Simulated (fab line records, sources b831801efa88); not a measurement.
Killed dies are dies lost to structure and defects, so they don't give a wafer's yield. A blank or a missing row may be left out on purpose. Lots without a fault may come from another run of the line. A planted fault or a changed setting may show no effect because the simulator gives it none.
One fault seen from 2 desks | flow gf180mcu | each desk has only its own numbers; what lay behind them comes last

THE METROLOGY DESK
What the gauges read, lot by lot, whatever tool the lot ran on: means of the sampled wafers that have a number. A lot is out of limits, marked OUT, if its mean lies more than 4 standard deviations from the usual mean; the brackets give that distance.
Columns: A = TOP_METAL_ALCU_RS at GF_TOP_METAL_RS_MEAS_05, usual 0.0328 ohm/sq; B = TOP_METAL_ALCU_THK at GF_TOP_METAL_THK_MEAS_06, usual 909 nm; C = PASSIVATION_CVD_00_THK at GF_PASSIVATION_THK_MEAS_01, usual 1003 nm
lot  | first seen here | A      | B   | C
L367 | day 27 22:03    | 0.0327 | 915 | 1006
L369 | day 28 10:33    | 0.0325 | 912 | 1009
L370 | day 28 23:16    | 0.0328 | 913 | 1006
L376 | day 30 17:47    | 0.0324 | 916 | 1015
L377 | day 30 20:15    | 0.0331 | 906 | 985
L380 | day 31 15:01    | 0.0329 | 907 | 982
L383 | day 32 15:37    | 0.0329 | 904 | 1001
L384 | day 33 00:14    | 0.0334 | 886 | 1005
L385 | day 33 05:01    | 0.0324 | 923 | 992
L386 | day 33 09:31    | 0.0327 | 910 | 995
L387 | day 33 13:17    | 0.0332 | 895 | 1011
L389 | day 34 00:08    | 0.0324 | 920 | 1001
This desk's finding: nothing out of limits on any of the 12 lots.

THE TOOL OWNER'S DESK: pecvd-02
The tool's own readings at GF_PASSIVATION_CVD_00 (deposits SiO2 from TEOS, target thk 1000 nm, time 111.95 s): means of the sampled wafers that have a number, for each lot that ran on this tool. A lot is out of limits, marked OUT, if its mean lies more than 4 standard deviations from the usual mean; the brackets give that distance.
Columns: A = heater_power_w at GF_PASSIVATION_CVD_00, usual 705 W; B = susceptor_temp_C at GF_PASSIVATION_CVD_00, usual 399.99 C
lot  | first seen here | A   | B
L369 | day 29 07:28    | 807 | 400.07
L370 | day 29 19:29    | 817 | 400.46
L377 | day 31 14:48    | 812 | 399.98
L380 | day 32 08:54    | 742 | 400.00
This desk's finding: nothing out of limits on any of the 4 lots.

PUT TOGETHER
The metrology desk saw nothing out of limits.
The tool owner's desk saw nothing out of limits.

WHAT THE SIMULATOR HAD PUT IN
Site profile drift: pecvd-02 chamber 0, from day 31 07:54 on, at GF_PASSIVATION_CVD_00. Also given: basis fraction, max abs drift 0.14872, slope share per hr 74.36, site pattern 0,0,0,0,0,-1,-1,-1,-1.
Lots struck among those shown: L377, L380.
